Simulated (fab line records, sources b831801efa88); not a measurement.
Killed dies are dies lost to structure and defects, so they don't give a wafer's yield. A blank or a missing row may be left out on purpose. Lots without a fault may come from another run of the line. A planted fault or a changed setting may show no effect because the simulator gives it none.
A struck lot beside a sound one | flow gf180mcu | 15 steps out of a route of 602
Sound: wafers L147.1, L147.4, L147.6. Struck: wafers L142.1, L142.2, L142.6. The cause comes at the end.
At each step with rows: each side's tool, then ch and its chambers, then its first start. Under that, the readings that differ: sound wafers | struck wafers | difference of the means | sigmas: that difference in standard deviations of wafers without a fault.
alike: readings whose means differ by less than 2 such deviations, and words and numbers that are the same on both sides. not compared: withheld readings, readings that some wafer has no value for, bounds like >300 that may hide the same value, and numbers for which the record gives no deviation and whose values overlap.
The two part at a step that has a row with sigmas, a row that says differs or no value, or rows on one side only. Numbers that don't overlap but have no deviation are shown without sigmas and don't part them. A reading that every wafer of one side lacks parts them only if that side has two wafers or more.

GF_SAB_CVD_00: deposits SiO2 from TEOS, target thk 50 nm, time 4.9302 s.
  sound on pecvd-03 ch 1,2, day 20 16:28; struck on pecvd-03 ch 1,2, day 19 07:41
  alike: heater_power_w
GF_SAB_THK_MEAS_01:
  sound on film_metro-02, day 20 16:30; struck on film_metro-03, day 19 07:41
  reading             | sound          | struck         | difference | sigmas
  SAB_CVD_00_THK (nm) | 49.7 51.7 51.1 | 49.5 48.4 49.5 | -1.7       | -2
then, 7 steps without rows for these wafers: GF_SAB_DEHYDRATE_02 (time 60 s); GF_SAB_HMDS_03 (prime time 60 s); GF_SAB_COAT_04 (resist thk 1000 nm); GF_SAB_SOFTBAKE_05 (time 60 s); GF_SAB_EXPOSE_06 (exposes mask SAB, target cd 420 nm); GF_SAB_PEB_07; GF_SAB_DEVELOP_08 (develop time 60 s).
GF_SAB_CD_MEAS_09: target cd 420 nm.
  sound on cd_sem-01, day 21 16:07; struck on cd_sem-01, day 20 08:01
  alike: cd_nm
GF_SAB_OVL_MEAS_10:
  sound on overlay-01, day 21 16:14; struck on overlay-01, day 20 08:08
  alike: SAB_OVL
GF_SAB_ETCH_11: etches SiO2 in C4F8/O2/Ar, target depth 55 nm, time 8.5 s.
  sound on rie_diel-02 ch 0,3, day 21 16:16; struck on rie_diel-03 ch 0,1,3, day 20 08:10
  alike: bias_w, chamber_pressure_mTorr, oes_product_au
  not compared: rf_hours_counter_h
GF_SAB_WET_ETCH_12: etches SiO2 in dHF, target depth 22 nm, time 440 s.
  sound on wet_bench-04 ch 2, day 21 16:17; struck on wet_bench-04 ch 0, day 20 08:11
  no value came back on the struck wafers for bath_heat_duty_pct (%), run_length_s (s); on the sound wafers bath_heat_duty_pct (%) reads 6.6 6.7 6.1
  reading                              | sound             | struck            | difference | sigmas
  model.SiO2_of_STI_CVD_23.thk_nm (nm) | 338.5 337.7 337.2 | 363.6 363.3 361.8 | +25.1      |
GF_SAB_STRIP_13: strips in O2/N2.
  sound on plasma_asher-01 ch 0,1, day 21 16:26; struck on plasma_asher-01 ch 0,1, day 20 08:19
  alike: drypump_motor_current_A, heater_power_w, oes_product_au, strip_time_to_endpoint_s
  not compared: rf_hours_counter_h
-- the record jumps here: 13 days lie between the struck wafers' starts before and after (it left off in module SAB and takes up again in module PASSIVATION, whose first step shown is number 602 of the route) --
GF_PASSIVATION_PROBE_99:
  the record has rows for the struck wafers here (prober-02, day 33 01:14) and none for the sound ones

WHERE THEY PART
First at GF_SAB_THK_MEAS_01; last, within this record, at GF_PASSIVATION_PROBE_99.

WHY: what the simulator had put in
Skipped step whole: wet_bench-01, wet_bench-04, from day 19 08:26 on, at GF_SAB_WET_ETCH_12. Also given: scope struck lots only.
